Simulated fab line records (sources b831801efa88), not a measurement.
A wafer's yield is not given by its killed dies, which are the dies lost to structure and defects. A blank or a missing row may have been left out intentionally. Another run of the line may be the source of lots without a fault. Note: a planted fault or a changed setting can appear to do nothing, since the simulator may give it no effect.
Matching of chambers -- flow sfq line -- 4 sister chambers for SFQ_TRILAYER_I3_CMP_CMP_082 on cmp-02
The step polishes SiO2. 8 wafers are shown with their chamber, then 7 later ones without.

## WAFERS WITH THEIR CHAMBER
wafer,chamber,motor current A (A),time to endpoint s (s)
L714.3,3,9.1,210
L716.3,3,9.0,202
L716.5,0,9.7,221
L718.2,2,10.5,227
L718.1,1,10.3,222
L718.6,2,10.7,218
L729.2,0,9.6,219
L729.3,1,10.2,223

## WAFERS WITHOUT THEIR CHAMBER
wafer,motor current A (A),time to endpoint s (s)
L729.6,9.0,221
L731.1,9.6,222
L731.2,10.9,229
L731.5,10.4,229
L733.1,9.7,220
L733.2,9.7,212
L733.4,8.8,231

## WHICH CHAMBER EACH WENT THROUGH
wafer,from the rows above,in truth
L729.6,3,3
L731.1,0,0
L731.2,2,2
L731.5,can't be placed: 1 or 2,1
L733.1,0,0
L733.2,0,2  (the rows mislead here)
L733.4,3,3
Correctly placed: 5 of 7. From these rows, 1 cannot be placed; in 1 the true chamber is one of the candidates. Number placed wrongly: 1.
How it was worked out, from the rows above alone: a wafer's distance from a chamber is the root of the sum, over the readings, of the square of ((its reading less the chamber's mean) divided by the reading's scatter). The wafer belongs to the nearest chamber; if the next one is less than 2 further off, it can't be placed. For every chamber, the mean is computed from those of its wafers that are shown. The scatter is the square root of a quotient: the sum, over the shown wafers, of each reading's squared deviation from its chamber's mean, divided by wafers minus chambers.
